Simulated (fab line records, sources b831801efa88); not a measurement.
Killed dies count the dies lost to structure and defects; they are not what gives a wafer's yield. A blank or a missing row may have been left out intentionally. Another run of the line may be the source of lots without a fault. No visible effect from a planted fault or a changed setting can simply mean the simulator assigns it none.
Comparing a struck lot with a sound one / flow sky130 / 20 steps out of a route of 708
Sound: wafers L876.1, L876.2, L876.3. Struck: wafers L872.3, L872.5 (left out: L872.6, a lot-mate that was not struck); the cause follows at the end.
At each step with rows: each side's tool, then ch and its chambers, then its first start. Under that, the readings that differ: sound wafers / struck wafers / difference of the means / sigmas: that difference in standard deviations of wafers without a fault.
alike: readings whose means differ by less than 2 such deviations, and words and numbers that are the same on both sides. not compared: withheld readings, readings that some wafer has no value for, bounds like >300 that may hide the same value, and numbers for which the record gives no deviation and whose values overlap.
Wherever a step has rows on one side only, a row that says differs or no value, or a row with sigmas, the two part there. Numbers that have no deviation but don't overlap get no sigmas and don't part them. Lack of a reading on every wafer of one side parts them only where that side has two or more wafers.

SKY_FIELD_ISO_BOW_MEAS_00:
  sound: film_metro-04 at day 4 03:00; struck: film_metro-04 at day 3 07:02
  alike: INCOMING_BOW
then, 1 step without rows for these wafers: SKY_FIELD_ISO_OXIDATION_01 (stabilise 600 s, purge 300 s, target thk 12 nm).
SKY_FIELD_ISO_THK_MEAS_02:
  sound: film_metro-04 at day 4 05:40; struck: film_metro-01 at day 3 08:39
  alike: FIELD_ISO_OXIDATION_00_THK
then, 1 step without rows for these wafers: SKY_FIELD_ISO_CVD_03 (deposits Si3N4 from DCS/NH3, target thk 165 nm, time 2830 s).
SKY_FIELD_ISO_THK_MEAS_04:
  sound: film_metro-03 at day 4 08:40; struck: film_metro-04 at day 3 11:30
  alike: FIELD_ISO_CVD_03_THK
then, 5 steps without rows for these wafers: SKY_FIELD_ISO_DEHYDRATE_05 (time 60 s); SKY_FIELD_ISO_HMDS_06 (prime time 60 s); SKY_FIELD_ISO_COAT_07 (resist thk 60 nm); SKY_FIELD_ISO_COAT_08 (resist thk 450 nm); SKY_FIELD_ISO_SOFTBAKE_09 (time 90 s).
SKY_FIELD_ISO_EXPOSE_10: exposes mask FOM, target cd 150 nm.
  sound on krf_scanner-02 ch 0, day 4 17:11; struck on krf_scanner-01 ch 0, day 3 19:56
  alike: mask
then, 2 steps without rows for these wafers: SKY_FIELD_ISO_PEB_11; SKY_FIELD_ISO_DEVELOP_12 (develop time 60 s).
SKY_FIELD_ISO_CD_MEAS_13: the cd target is 150 nm.
  sound: cd_sem-02 at day 5 02:16; struck: cd_sem-02 at day 4 03:43
reading=cd_nm (nm); sound=150.0 149.1 150.4; struck=45.5 46.0; difference=-104.1; sigmas=-65
SKY_FIELD_ISO_ETCH_14: etches BARC in N2/H2, stops on SiO2, time 45.9 s, target depth 60 nm.
  sound on rie_diel-01 ch 0,1,3, day 5 02:23; struck on rie_diel-01 ch 1, day 4 03:47
reading=model.FIELD_ISO.cd_nm (nm); sound=149.8 149.1 151.2; struck=44.85 45.45; difference=-104.88; sigmas=
  alike: drypump_motor_current_A, oes_product_au, throttle_valve_pct
  not compared: rf_hours_counter_h
SKY_FIELD_ISO_ETCH_15: etches the open film in CHF3/O2, stops on Si, target depth 180 nm, time 72 s.
  sound on rie_diel-01 ch 0,1,3, day 5 02:26; struck on rie_diel-01 ch 1, day 4 03:50
reading=O2_flow_sccm (sccm); sound=4.964 5.000 4.989; struck=5.020 5.018; difference=+0.035; sigmas=+2
  alike: drypump_motor_current_A, oes_product_au, throttle_valve_pct
  not compared: rf_hours_counter_h
SKY_FIELD_ISO_STRIP_16: strips in O2/N2.
  sound on plasma_asher-03 ch 0,1, day 5 02:29; struck on plasma_asher-03 ch 0, day 4 03:55
  alike: drypump_motor_current_A, oes_product_au, strip_time_to_endpoint_s
  not compared: rf_hours_counter_h
SKY_FIELD_ISO_ETCH_17: etches Si in HBr/Cl2/O2, target depth 342 nm, time 97.7 s.
  sound on rie_si-02 ch 0,1,2, day 5 02:35; struck on rie_si-02 ch 1,2, day 4 03:59
reading=model.FIELD_ISO.cd_nm (nm); sound=151.6 147.5 152.4; struck=46.87 48.27; difference=-102.93; sigmas=
  alike: HBr_flow_sccm, O2_flow_sccm, drypump_motor_current_A, oes_product_au, throttle_valve_pct
  not compared: rf_hours_counter_h
then, 1 step without rows for these wafers: SKY_FIELD_ISO_WET_ETCH_18 (etches Si3N4 in H3PO4, target depth 25 nm, time 286 s).
-- here the record skips 44 days between the struck wafers' starts before and after, leaving off in module FIELD_ISO and picking up in module PAD_OPEN (first step shown: number 708 of the route) --
SKY_PAD_OPEN_PROBE_99:
  sound: prober-02 at day 49 07:48; struck: prober-02 at day 48 01:55
reading=killed_at_front_end; sound=11 13 18; struck=424 430; difference=+413; sigmas=+92
reading=killed_dies; sound=87 65 89; struck=492 492; difference=+412; sigmas=+49
reading=killed_on_rim; sound=21 12 15; struck=96 96; difference=+80; sigmas=+23
  alike: killed_at_M0_to_M3, killed_at_M4_up, killed_at_contacts, killed_at_other, killed_open, killed_short

## WHERE THEY PART
First at SKY_FIELD_ISO_CD_MEAS_13; last, within this record, at SKY_PAD_OPEN_PROBE_99.

WHY: what had been put in by the simulator
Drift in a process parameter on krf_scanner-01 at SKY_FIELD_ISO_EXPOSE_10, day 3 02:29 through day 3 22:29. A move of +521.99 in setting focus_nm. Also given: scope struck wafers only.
